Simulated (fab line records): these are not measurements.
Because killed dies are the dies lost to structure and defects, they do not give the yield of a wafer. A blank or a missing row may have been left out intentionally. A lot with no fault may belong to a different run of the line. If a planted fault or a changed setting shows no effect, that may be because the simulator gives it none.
Which tool did it? :: flow sky130 :: 12 lots, 36 wafers sampled, at 6 steps of a route of 708

## WHAT EACH GAUGE READ, for each wafer
SKY_POLY_GATE_CD_MEAS_22. Usual: cd_nm 150.1 nm, standard deviation 2.3.
lot: L602
measured: day 16 14:53
on: cd_sem-02
cd_nm (nm): 148.1 149.6 147.8
flag: 

lot: L603
measured: day 16 21:34
on: cd_sem-01
cd_nm (nm): 154.3 152.0 151.9
flag: 

lot: L604
measured: day 17 06:22
on: cd_sem-01
cd_nm (nm): 144.4 147.1 148.9
flag: 

lot: L605
measured: day 17 12:48
on: cd_sem-02
cd_nm (nm): 149.9 148.8 151.3
flag: 

lot: L606
measured: day 18 00:10
on: cd_sem-01
cd_nm (nm): 149.2 152.1 154.9
flag: 

lot: L611
measured: day 20 05:01
on: cd_sem-02
cd_nm (nm): 148.9 149.9 149.1
flag: 

lot: L614
measured: day 20 21:41
on: cd_sem-01
cd_nm (nm): 153.2 151.1 154.1
flag: 

lot: L615
measured: day 21 03:15
on: cd_sem-01
cd_nm (nm): 149.1 150.7 146.2
flag: 

lot: L617
measured: day 22 11:04
on: cd_sem-02
cd_nm (nm): 147.5 147.0 150.4
flag: 

lot: L618
measured: day 22 11:33
on: cd_sem-01
cd_nm (nm): 148.3 151.7 147.0
flag: 

lot: L619
measured: day 22 23:19
on: cd_sem-01
cd_nm (nm): 149.5 144.4 150.5
flag: 

lot: L620
measured: day 23 07:07
on: cd_sem-01
cd_nm (nm): 153.7 154.3 154.2
flag: 

SKY_LDD_HVP_TW_MEAS_10. Usual: LDD_HVP_TW typically reads 460, with standard deviation 7.2.
lot: L602
measured: day 21 18:33
on: film_metro-04
LDD_HVP_TW: 451 453 452
flag: 

lot: L603
measured: day 22 00:54
on: film_metro-04
LDD_HVP_TW: 453 451 455
flag: 

lot: L604
measured: day 22 09:34
on: film_metro-04
LDD_HVP_TW: 453 454 453
flag: 

lot: L605
measured: day 22 18:20
on: film_metro-03
LDD_HVP_TW: 468 466 462
flag: 

lot: L606
measured: day 23 06:18
on: film_metro-04
LDD_HVP_TW: 456 454 454
flag: 

lot: L611
measured: day 25 07:26
on: film_metro-03
LDD_HVP_TW: 467 469 469
flag: 

lot: L614
measured: day 25 23:20
on: film_metro-04
LDD_HVP_TW: 451 452 452
flag: 

lot: L615
measured: day 26 04:56
on: film_metro-04
LDD_HVP_TW: 454 454 456
flag: 

lot: L617
measured: day 27 11:43
on: film_metro-04
LDD_HVP_TW: 451 451 452
flag: 

lot: L618
measured: day 27 12:25
on: film_metro-03
LDD_HVP_TW: 470 471 468
flag: 

lot: L619
measured: day 27 21:44
on: film_metro-03
LDD_HVP_TW: 469 473 469
flag: 

lot: L620
measured: day 28 07:19
on: film_metro-04
LDD_HVP_TW: 452 451 451
flag: 

SKY_SPACER_THK_MEAS_01. Usual: SPACER_CVD_00_THK typically reads 42.9 nm, with standard deviation 0.43.
lot: L602
measured: day 23 04:13
on: film_metro-02
SPACER_CVD_00_THK (nm): 42.6 42.2 42.1
flag: 

lot: L603
measured: day 23 09:32
on: film_metro-03
SPACER_CVD_00_THK (nm): 42.5 42.2 42.4
flag: 

lot: L604
measured: day 23 17:40
on: film_metro-01
SPACER_CVD_00_THK (nm): 42.5 42.8 42.6
flag: 

lot: L605
measured: day 24 02:35
on: film_metro-02
SPACER_CVD_00_THK (nm): 42.7 42.2 42.5
flag: 

lot: L606
measured: day 24 15:23
on: film_metro-03
SPACER_CVD_00_THK (nm): 43.5 43.1 43.5
flag: 

lot: L611
measured: day 26 17:11
on: film_metro-01
SPACER_CVD_00_THK (nm): 43.9 43.5 43.8
flag: 

lot: L614
measured: day 27 06:31
on: film_metro-03
SPACER_CVD_00_THK (nm): 43.0 43.0 42.9
flag: 

lot: L615
measured: day 27 11:44
on: film_metro-02
SPACER_CVD_00_THK (nm): 43.4 43.3 43.5
flag: 

lot: L617
measured: day 28 18:05
on: film_metro-03
SPACER_CVD_00_THK (nm): 36.1 36.1 36.6
flag: OFF

lot: L618
measured: day 28 19:17
on: film_metro-03
SPACER_CVD_00_THK (nm): 35.6 35.8 35.6
flag: OFF

lot: L619
measured: day 29 03:17
on: film_metro-03
SPACER_CVD_00_THK (nm): 36.6 36.5 36.7
flag: OFF

lot: L620
measured: day 29 13:49
on: film_metro-03
SPACER_CVD_00_THK (nm): 36.3 36.5 36.2
flag: OFF

SKY_SD_P_TW_MEAS_11. Usual: SD_P_TW typically reads 2802, with standard deviation 17.
lot: L602
measured: day 25 15:43
on: film_metro-02
SD_P_TW: 2816 2837 2819
flag: 

lot: L603
measured: day 25 21:40
on: film_metro-02
SD_P_TW: 2827 2829 2812
flag: 

lot: L604
measured: day 26 05:34
on: film_metro-01
SD_P_TW: 2795 2773 2780
flag: 

lot: L605
measured: day 26 14:37
on: film_metro-01
SD_P_TW: 2775 2769 2766
flag: 

lot: L606
measured: day 27 02:37
on: film_metro-04
SD_P_TW: 2795 2799 2789
flag: 

lot: L611
measured: day 29 02:29
on: film_metro-02
SD_P_TW: 2812 2809 2816
flag: 

lot: L614
measured: day 29 16:11
on: film_metro-04
SD_P_TW: 2784 2798 2797
flag: 

lot: L615
measured: day 29 20:40
on: film_metro-04
SD_P_TW: 2803 2812 2807
flag: 

lot: L617
measured: day 31 03:44
on: film_metro-01
SD_P_TW: 2795 2798 2796
flag: 

lot: L618
measured: day 31 04:26
on: film_metro-01
SD_P_TW: 2802 2808 2809
flag: 

lot: L619
measured: day 31 12:14
on: film_metro-04
SD_P_TW: 2773 2783 2780
flag: 

lot: L620
measured: day 31 20:43
on: film_metro-02
SD_P_TW: 2827 2825 2833
flag: 

## WHAT TOOL EACH LOT RAN ON (gives the tool, then ch and the chambers of the sampled wafers, and finally the start)
lot: L602
SKY_SPACER_CVD_00: lpcvd-02 ch 1, day 23 03:01
SKY_SPACER_ETCHBACK_02: rie_diel-03 ch 0,2, day 23 04:17

lot: L603
SKY_SPACER_CVD_00: lpcvd-02 ch 0, day 23 08:19
SKY_SPACER_ETCHBACK_02: rie_diel-03 ch 0,2,3, day 23 09:34

lot: L604
SKY_SPACER_CVD_00: lpcvd-02 ch 1, day 23 16:28
SKY_SPACER_ETCHBACK_02: rie_diel-03 ch 0,2,3, day 23 17:43

lot: L605
SKY_SPACER_CVD_00: lpcvd-02 ch 0, day 24 01:23
SKY_SPACER_ETCHBACK_02: rie_diel-03 ch 0,2, day 24 02:38

lot: L606
SKY_SPACER_CVD_00: lpcvd-02 ch 0, day 24 14:10
SKY_SPACER_ETCHBACK_02: rie_diel-04 ch 0,2,3, day 24 15:26

lot: L611
SKY_SPACER_CVD_00: lpcvd-02 ch 0, day 26 15:23
SKY_SPACER_ETCHBACK_02: rie_diel-04 ch 1,2,3, day 26 17:15

lot: L614
SKY_SPACER_CVD_00: lpcvd-02 ch 1, day 27 05:18
SKY_SPACER_ETCHBACK_02: rie_diel-03 ch 0,3, day 27 06:34

lot: L615
SKY_SPACER_CVD_00: lpcvd-02 ch 1, day 27 10:32
SKY_SPACER_ETCHBACK_02: rie_diel-03 ch 1,3, day 27 11:47

lot: L617
SKY_SPACER_CVD_00: lpcvd-02 ch 0, day 28 16:52
SKY_SPACER_ETCHBACK_02: rie_diel-04 ch 0,1,2, day 28 18:08

lot: L618
SKY_SPACER_CVD_00: lpcvd-02 ch 0, day 28 18:04
SKY_SPACER_ETCHBACK_02: rie_diel-04 ch 0,1,2, day 28 19:20

lot: L619
SKY_SPACER_CVD_00: lpcvd-02 ch 1, day 29 02:05
SKY_SPACER_ETCHBACK_02: rie_diel-03 ch 2,3, day 29 03:20

lot: L620
SKY_SPACER_CVD_00: lpcvd-02 ch 1, day 29 12:35
SKY_SPACER_ETCHBACK_02: rie_diel-02 ch 0,3, day 29 13:52
- SKY_SPACER_CVD_00: deposits Si3N4 from DCS/NH3, target thk 43.1 nm, time 740 s.
- SKY_SPACER_ETCHBACK_02: etches Si3N4 in CH3F/O2, stops on SiO2, time 46.7 s, target depth 45 nm.

## AS READ BY THE TOOLS THEMSELVES (means over the sampled wafers that have a number; for cases with no such wafer, the mark the record gives instead)
SKY_SPACER_CVD_00. Usual: spike_tc_bottom_C 790.5 C, standard deviation 2.1.
lot: L602
tool: lpcvd-02
spike_tc_bottom_C (C): 791.3
flag: 

lot: L603
tool: lpcvd-02
spike_tc_bottom_C (C): 788.4
flag: 

lot: L604
tool: lpcvd-02
spike_tc_bottom_C (C): 792.5
flag: 

lot: L605
tool: lpcvd-02
spike_tc_bottom_C (C): 787.9
flag: 

lot: L606
tool: lpcvd-02
spike_tc_bottom_C (C): 787.9
flag: 

lot: L611
tool: lpcvd-02
spike_tc_bottom_C (C): 788.1
flag: 

lot: L614
tool: lpcvd-02
spike_tc_bottom_C (C): 793.2
flag: 

lot: L615
tool: lpcvd-02
spike_tc_bottom_C (C): 792.4
flag: 

lot: L617
tool: lpcvd-02
spike_tc_bottom_C (C): 788.6
flag: 

lot: L618
tool: lpcvd-02
spike_tc_bottom_C (C): 788.5
flag: 

lot: L619
tool: lpcvd-02
spike_tc_bottom_C (C): 792.3
flag: 

lot: L620
tool: lpcvd-02
spike_tc_bottom_C (C): 791.9
flag: 

SKY_SPACER_ETCHBACK_02. Usual: drypump_motor_current_A 5.6 A, standard deviation 0.57; oes_product_au 0.853 a.u., standard deviation 0.0067; throttle_valve_pct 10.561 %, standard deviation 0.0086.
lot: L602
tool: rie_diel-03
drypump_motor_current_A (A): 5.5
oes_product_au (a.u.): 0.843
throttle_valve_pct (%): 10.560
flag: 

lot: L603
tool: rie_diel-03
drypump_motor_current_A (A): 5.4
oes_product_au (a.u.): 0.849
throttle_valve_pct (%): 10.562
flag: 

lot: L604
tool: rie_diel-03
drypump_motor_current_A (A): 5.4
oes_product_au (a.u.): 0.851
throttle_valve_pct (%): 10.560
flag: 

lot: L605
tool: rie_diel-03
drypump_motor_current_A (A): 5.0
oes_product_au (a.u.): 0.846
throttle_valve_pct (%): 10.562
flag: 

lot: L606
tool: rie_diel-04
drypump_motor_current_A (A): 5.7
oes_product_au (a.u.): 0.858
throttle_valve_pct (%): 10.561
flag: 

lot: L611
tool: rie_diel-04
drypump_motor_current_A (A): 6.0
oes_product_au (a.u.): 0.861
throttle_valve_pct (%): 10.561
flag: 

lot: L614
tool: rie_diel-03
drypump_motor_current_A (A): 5.9
oes_product_au (a.u.): 0.851
throttle_valve_pct (%): 10.564
flag: 

lot: L615
tool: rie_diel-03
drypump_motor_current_A (A): 5.7
oes_product_au (a.u.): 0.858
throttle_valve_pct (%): 10.564
flag: 

lot: L617
tool: rie_diel-04
drypump_motor_current_A (A): 6.0
oes_product_au (a.u.): 0.785
throttle_valve_pct (%): 10.559
flag: OFF

lot: L618
tool: rie_diel-04
drypump_motor_current_A (A): 5.9
oes_product_au (a.u.): 0.773
throttle_valve_pct (%): 10.546
flag: OFF

lot: L619
tool: rie_diel-03
drypump_motor_current_A (A): 5.0
oes_product_au (a.u.): 0.786
throttle_valve_pct (%): 10.552
flag: OFF

lot: L620
tool: rie_diel-02
drypump_motor_current_A (A): 6.0
oes_product_au (a.u.): 0.776
throttle_valve_pct (%): 10.545
flag: OFF

## THE ANSWER, worked out from the rows above alone
Rule: a lot counts as off when the mean over its wafers that have a number is more than 3 standard deviations away from the usual mean. A lot without any number at a reading at which 4 lots or more have one is off too. The other lots that the step has rows for count as sound. The gauges are gone through in route order, then the tools' own readings, and for those a lot's mean is taken as printed above. The first step at which some lot is off is used, and at that step the reading that is off furthest; a lot without a number counts as furthest.
Off: at SKY_SPACER_THK_MEAS_01 (SPACER_CVD_00_THK), L617, L618, L619, L620.
If a tool, at a process step before that reading, ran all the lots that are off and no sound lot after the first of them, it fits. The gauges at SKY_SPACER_THK_MEAS_01 aren't tried: what is off there is off at SKY_SPACER_ETCHBACK_02 too, on other tools, and a gauge's error can't cause that. One fits: SKY_SPACER_CVD_00 on lpcvd-02. A fault onset in the window from L615 (day 27 10:32, its last sound lot) to L617 (day 28 16:52, its first lot off) fits.

## WHAT THE SIMULATOR PUT IN
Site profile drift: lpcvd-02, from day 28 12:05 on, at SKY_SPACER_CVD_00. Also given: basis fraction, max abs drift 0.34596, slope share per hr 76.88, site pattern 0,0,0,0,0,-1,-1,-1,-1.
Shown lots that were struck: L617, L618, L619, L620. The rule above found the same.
